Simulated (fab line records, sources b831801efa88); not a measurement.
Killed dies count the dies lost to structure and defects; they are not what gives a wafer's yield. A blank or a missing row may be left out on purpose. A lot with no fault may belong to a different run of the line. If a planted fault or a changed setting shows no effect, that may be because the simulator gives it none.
One fault through the eyes of 2 desks | flow gf180mcu | each desk holds nothing but its own numbers, with what lay behind them at the end

AT THE TOOL OWNER'S DESK: pvd-sputter-02
The tool's own readings at GF_V5_SPUTTER_21 (material Ti, target thk 15 nm, time 80.02 s): means of the sampled wafers that have a number, for each lot that ran on this tool. If a lot's mean is further than 4 standard deviations from the usual mean, the lot is out of limits and carries the mark OUT (the distance appears in the brackets).
Columns: A = throttle-valve-pct at GF_V5_SPUTTER_21, usual 29.9 %
lot  | first seen here | A
L706 | day 28 15:31    | 29.7
L719 | day 31 22:48    | 29.7
Finding of this desk: none of the 2 lots has anything out of limits.

FROM THE METROLOGY DESK
What the gauges read, lot by lot, whatever tool the lot ran on: means of the sampled wafers that have a number. If a lot's mean is further than 4 standard deviations from the usual mean, the lot is out of limits and carries the mark OUT (the distance appears in the brackets).
Columns: A = cd-nm at GF_V5_CD_MEAS_14, usual 259.9 nm; B = V5_OVL at GF_V5_OVL_MEAS_15, usual 0 nm
lot  | first seen here | A     | B
L706 | day 28 14:41    | 260.8 | -3
L718 | day 31 16:46    | 260.0 | 2
L719 | day 31 22:01    | 260.2 | -10
L721 | day 32 11:07    | 260.9 | 3
L725 | day 33 07:05    | 260.0 | 2
Finding of this desk: none of the 5 lots has anything out of limits.

TAKEN TOGETHER
The tool owner's desk saw nothing out of limits.
At the metrology desk, nothing out of limits was observed.

WHAT THE SIMULATOR PUT IN
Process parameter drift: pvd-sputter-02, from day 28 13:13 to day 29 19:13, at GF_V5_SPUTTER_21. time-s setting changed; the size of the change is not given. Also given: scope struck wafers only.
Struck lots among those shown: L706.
